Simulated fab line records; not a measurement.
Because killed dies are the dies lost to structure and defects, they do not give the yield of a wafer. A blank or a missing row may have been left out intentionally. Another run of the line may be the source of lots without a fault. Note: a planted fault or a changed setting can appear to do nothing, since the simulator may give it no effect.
Chamber matching + flow gf180mcu + 4 sister chambers for GF_V4_CMP_04 on cmp-01
The step polishes SiO2. 16 wafers are shown with their chamber, then 8 later ones without.

== WAFERS WITH THEIR CHAMBER ==
| wafer  | chamber | motor_current_A (A) | slurry_flow_ml_min | time_to_endpoint_s (s) |
|--------|---------|---------------------|--------------------|------------------------|
| L764.1 | 3       | 11.4                | 150.3              | 81                     |
| L764.5 | 2       | 11.5                | 150.2              | 86                     |
| L764.6 | 3       | 11.8                | 148.9              | 82                     |
| L766.2 | 0       | 11.1                | 150.5              | 80                     |
| L766.3 | 1       | 12.0                | 149.8              | 80                     |
| L766.5 | 0       | 11.4                | 150.6              | 82                     |
| L767.1 | 2       | 11.9                | 149.7              | 82                     |
| L767.3 | 0       | 10.2                | 149.7              | 78                     |
| L767.5 | 3       | 11.6                | 150.2              | 82                     |
| L770.2 | 1       | 11.8                | 150.8              | 78                     |
| L770.5 | 1       | 12.1                | 149.7              | 84                     |
| L770.6 | 2       | 11.3                | 149.6              | 81                     |
| L771.2 | 2       | 11.7                | 149.6              | 77                     |
| L771.3 | 0       | 10.5                | 149.9              | 81                     |
| L771.6 | 3       | 11.3                | 149.7              | 83                     |
| L773.2 | 2       | 11.6                | 150.0              | 81                     |

SIGNATURES (averages over the wafers above)
| reading            | chamber 0 | chamber 1 | chamber 2 | chamber 3 | scatter within a chamber |
|--------------------|-----------|-----------|-----------|-----------|--------------------------|
| motor_current_A    | 10.800    | 11.967    | 11.600    | 11.525    | 0.328                    |
| slurry_flow_ml_min | 150.175   | 150.100   | 149.820   | 149.775   | 0.487                    |
| time_to_endpoint_s | 80.25     | 80.67     | 81.40     | 82.00     | 2.43                     |
Rule: a wafer lies at a distance from a chamber equal to the root of the sum of squares, over the readings, of (its reading less the chamber's mean, divided by the reading's scatter). If the next closest chamber is less than 2 further off than the closest, the wafer can't be placed; otherwise it belongs to the closest. The scatter is the square root of a quotient: the sum, over the shown wafers, of each reading's squared deviation from its chamber's mean, divided by wafers minus chambers.

== WAFERS WITHOUT THEIR CHAMBER ==
| wafer  | motor_current_A (A) | slurry_flow_ml_min | time_to_endpoint_s (s) |
|--------|---------------------|--------------------|------------------------|
| L773.3 | 11.0                | 150.4              | 74                     |
| L773.6 | 11.2                | 149.4              | 84                     |
| L777.2 | 11.4                | 149.4              | 76                     |
| L777.5 | 11.0                | 150.5              | 84                     |
| L777.6 | 10.8                | 149.5              | 85                     |
| L781.3 | 11.7                | 150.2              | 82                     |
| L781.4 | 10.7                | 149.9              | 84                     |
| L781.6 | 11.8                | 149.5              | 81                     |

== WHICH CHAMBER EACH ONE RAN IN ==
| wafer  | from the rows above               | in truth |
|--------|-----------------------------------|----------|
| L773.3 | can't be placed: 0 or 2 or 3 or 1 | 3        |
| L773.6 | can't be placed: 3 or 2 or 0 or 1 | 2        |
| L777.2 | can't be placed: 2 or 3 or 1 or 0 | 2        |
| L777.5 | can't be placed: 0 or 3 or 2 or 1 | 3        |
| L777.6 | can't be placed: 0 or 3 or 2 or 1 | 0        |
| L781.3 | can't be placed: 2 or 1 or 3 or 0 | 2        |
| L781.4 | can't be placed: 0 or 3 or 2      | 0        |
| L781.6 | can't be placed: 2 or 3 or 1      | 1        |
Placed correctly: 0 of 8. These rows do not allow placing 8 (true chamber among the candidates in 8). 0 placed wrongly.
